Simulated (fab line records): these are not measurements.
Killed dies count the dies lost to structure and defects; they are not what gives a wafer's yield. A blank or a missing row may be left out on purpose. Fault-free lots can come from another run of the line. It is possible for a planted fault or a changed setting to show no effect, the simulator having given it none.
Comparing a struck lot with a sound one | flow gf180mcu | 13 steps out of a route of 602
Sound: the wafers L218.1, L218.2, L218.3. Struck: wafers L224.1, L224.4, L224.5. The cause is given at the end.
For every step that has rows: the tool of each side, followed by ch and its chambers, followed by its first start. Under that, the readings that differ: sound wafers | struck wafers | difference of the means | sigmas: that difference in standard deviations of wafers without a fault.
alike: readings with means less than 2 such deviations apart, plus words and numbers identical on both sides. not compared: withheld readings, readings lacking a value on some wafer, bounds such as >300 that could conceal the same value, and numbers that have no deviation in the record and whose values overlap.
Wherever a step has rows on one side only, a row that says differs or no value, or a row with sigmas, the two part there. Numbers that don't overlap but have no deviation are shown without sigmas and don't part them. A reading missing from all wafers of one side parts the sides only when that side holds two or more wafers.

GF_V5_CD_MEAS_14: the cd target is 260 nm.
  sound: cd-sem-01 at day 30 16:16; struck: cd-sem-01 at day 32 05:22
  alike: cd-nm
GF_V5_OVL_MEAS_15:
  sound: overlay-01 at day 30 16:23; struck: overlay-01 at day 32 05:29
  alike: V5_OVL
GF_V5_ETCH_16: etches BARC in N2/H2.
  sound on rie-diel-03 ch 1,2,3, day 30 16:25; struck on rie-diel-03 ch 0,1, day 32 05:31
  alike: drypump-motor-current-A, oes-product-au, throttle-valve-pct
GF_V5_ETCH_17: etches SiO2 in C4F8/O2/Ar, stops on TiN, target depth 855 nm.
  sound: rie-diel-03 ch 1,2,3; struck: rie-diel-03 ch 0,1
  alike: oes-product-au
GF_V5_STRIP_18: strips in O2/N2.
  sound on plasma-asher-02 ch 0,1, day 30 16:34; struck on plasma-asher-03 ch 0,1, day 32 05:40
  alike: drypump-motor-current-A, heater-power-w, oes-product-au
  not compared: rf-hours-counter-h
then, 2 steps without rows for these wafers: GF_V5_STRIP_19 (strips in post etch residue remover, time 1200 s); GF_V5_CLEAN_20 (cleans in DIW).
GF_V5_SPUTTER_21: material Ti, target thk 15 nm, time 80.02 s.
  sound: pvd-sputter-02 at day 30 17:08; struck: pvd-sputter-03 at day 32 06:13
  alike: throttle-valve-pct
GF_V5_SPUTTER_22: material TiN, target thk 10 nm, time 40 s.
  sound: pvd-sputter-02 at day 30 17:11; struck: pvd-sputter-03 at day 32 06:16
  alike: throttle-valve-pct
then, 1 step without rows for these wafers: GF_V5_CVD_23 (deposits W, target thk 350 nm, time 104.9 s).
GF_V5_RS_MEAS_24: measures by four-point-probe.
  sound: film-metro-01 at day 30 17:20; struck: film-metro-01 at day 32 06:25
  alike: V5_W_RS
GF_V5_THK_MEAS_25: measures by xrf.
  sound: film-metro-01 at day 30 17:28; struck: film-metro-01 at day 32 06:32
  alike: V5_W_THK
GF_V5_CMP_26: polishes, stops on SiO2, t overpolish 15 s, target thk 0 nm.
  sound on cmp-01 ch 0,2,3, day 30 17:31; struck on cmp-02 ch 0,1,2, day 32 06:39
  no value came back on the struck wafers for any of 5 readings (edge-zone-pressure-frac, head-pressure-psi (psi) and others); on the sound wafers edge-zone-pressure-frac reads 0.997 0.994 0.997
  reading                          | sound | struck            | difference | sigmas
  model.W_of_V5_CVD_23.thk-nm (nm) | 0 0 0 | 352.3 352.3 347.4 | +350.7     |

WHERE THEY PART
Only at GF_V5_CMP_26, as far as this record shows.

WHY: whatever the simulator had introduced
At GF_V5_CMP_26, the step was skipped entirely on cmp-02 from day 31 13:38 on. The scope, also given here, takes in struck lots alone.
